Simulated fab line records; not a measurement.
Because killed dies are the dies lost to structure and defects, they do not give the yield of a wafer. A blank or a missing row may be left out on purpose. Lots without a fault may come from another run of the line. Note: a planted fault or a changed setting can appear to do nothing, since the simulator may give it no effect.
Problem report in the 8D (eight disciplines) form, filled by code -- flow sky130 -- the parts of the form that need people (team, actions taken, sign-off) are left out

## 1. THE PROBLEM
plate-temp-C at SKY_METAL4_SOFTBAKE_09 reads a mean of 101.42 C on 6 wafers of 2 lots; wafers without a fault read 99.98 C with a standard deviation of 0.13. Measured from the usual mean, that is +11 standard deviations.
The step: time 90 s.
Earliest sighting: wafer L537.2 on litho-track-02 at day 45 02:00. Wafers with a number at this step in the record: 33, from 11 lots. Rule for "out", or "out of limits": more than 4 standard deviations from the usual mean. Any other wafer with a number is counted as sound.

## 2. WHAT IT IS, AND WHAT IT ISN'T
question,is,is not
which readings at this step,"plate-temp-C, heater-power-total-W",-
which lots,"L537, L538","L524, L525, L526, L527, L528, L529, L530, L532, L544"
which wafers of those lots,all that have a number,-
read on which tools,litho-track-02,"litho-track-01, litho-track-04"
when,from day 45 02:00,up to then (24 sound wafers); but 3 sound wafers of L544 came after

## 3. SUSPECTS, AND WHAT RULES EACH OUT
Counting: a tool at any process step up to the reading remains a suspect when it ran all the lots that are out and ran no sound lot after the first of those.
- plasma-asher-04 at SKY_CAP2M_STRIP_14 (strips in O2/N2): kept. All lots that are out passed through it, beginning with L537 at day 44 15:01, and no sound lot followed; its final sound lot before that point was L528 at day 42 13:04.
- litho-track-02 at SKY_METAL4_SOFTBAKE_09 (time 90 s): kept. All lots that are out passed through it, beginning with L537 at day 45 02:00, and no sound lot followed; its final sound lot before that point was L532 at day 43 17:00. Out on those wafers are its own readings of heater-power-total-W, plate-temp-C.
Remaining after the count are plasma-asher-04 at SKY_CAP2M_STRIP_14 and litho-track-02 at SKY_METAL4_SOFTBAKE_09.

## 4. THE CAUSE (what the simulator had put in)
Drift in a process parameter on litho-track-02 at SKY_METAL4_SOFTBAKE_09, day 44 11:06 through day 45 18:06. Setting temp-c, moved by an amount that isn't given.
Of the 2 suspects that counting leaves, this tool is one.

## 5. THE CHAIN OF EFFECTS, in route order
One row per reading whose mean, taken over the struck wafers that have a number, lies over 3 standard deviations from the usual. Scope: only readings with a usual standard deviation given in the record; hours: median across lots of the time from each lot's start at the first step in this table that gives one to its start at this step; sigmas: change in usual standard deviations.
hours,step,reading,usual,on struck wafers,change,sigmas
0,SKY_METAL4_SOFTBAKE_09,heater-power-total-W,57.36 W,58.43,+1.07,+8.9
0,SKY_METAL4_SOFTBAKE_09,plate-temp-C,99.98 C,101.42,+1.44,+11
Its process steps:
- SKY_METAL4_SOFTBAKE_09: time 90 s.

## 6. WHAT WOULD HAVE CAUGHT IT SOONER
The fault began at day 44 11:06; the first out-of-limits reading in this record came at day 45 02:00, 15 hours later.
